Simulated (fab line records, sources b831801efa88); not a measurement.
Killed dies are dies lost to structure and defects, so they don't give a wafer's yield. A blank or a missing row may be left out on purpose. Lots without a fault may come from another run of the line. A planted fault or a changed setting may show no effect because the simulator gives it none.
Which tool did it? | flow gf180mcu | 7 lots, 21 wafers sampled, at 2 steps of a route of 602

WHAT THE GAUGES READ, wafer by wafer
GF_VT_IMPLANT_TW_MEAS_43.
lot  | measured     | on            | VT_IMPLANT_4_TW
L527 | day 7 20:01  | film_metro-02 | 694 691 692
L530 | day 8 18:36  | film_metro-02 | 692 697 695
L538 | day 10 18:57 | film_metro-01 | 30 30 30
L540 | day 11 10:13 | film_metro-02 | 30 30 30
L543 | day 12 09:00 | film_metro-04 | 695 695 695
L545 | day 12 22:11 | film_metro-04 | 697 693 696
L548 | day 13 23:46 | film_metro-02 | 694 690 691

WHICH TOOL RAN EACH LOT (tool, then ch and the chambers of the sampled wafers, then the start)
lot  | GF_VT_IMPLANT_IMPLANT_41
L527 | implanter-03 ch 0, day 7 19:46
L530 | implanter-04 ch 0, day 8 18:22
L538 | implanter-03, day 10 18:43
L540 | implanter-02, day 11 09:58
L543 | implanter-02 ch 0, day 12 08:46
L545 | implanter-04 ch 0, day 12 21:57
L548 | implanter-04 ch 0, day 13 23:31
- GF_VT_IMPLANT_IMPLANT_41

THE ANSWER, worked out from the rows above alone
Rule: what is usual is taken from the lots themselves. Put in order of their means at a reading, lots are off if they are a third of the lots or fewer, leave a main group of 4 or more, and stand apart from it by a gap of 3 or more times the standard deviation of the main group's means; of several such gaps the widest counts. A main group whose means are all the same, to the digits that the tables above print for the reading, isn't used. A lot without any number at a reading at which 4 lots or more have one is off too. The other lots that the step has rows for count as sound.
Off: L538, L540, at GF_VT_IMPLANT_TW_MEAS_43 (VT_IMPLANT_4_TW). The main group: mean 694, standard deviation 1.5.
A tool fits if, at a process step before that reading, it ran every lot that is off, and no sound lot after the first of them. The gauges at GF_VT_IMPLANT_TW_MEAS_43 are tried like those tools. None of those tried fits.

WHAT THE SIMULATOR HAD PUT IN
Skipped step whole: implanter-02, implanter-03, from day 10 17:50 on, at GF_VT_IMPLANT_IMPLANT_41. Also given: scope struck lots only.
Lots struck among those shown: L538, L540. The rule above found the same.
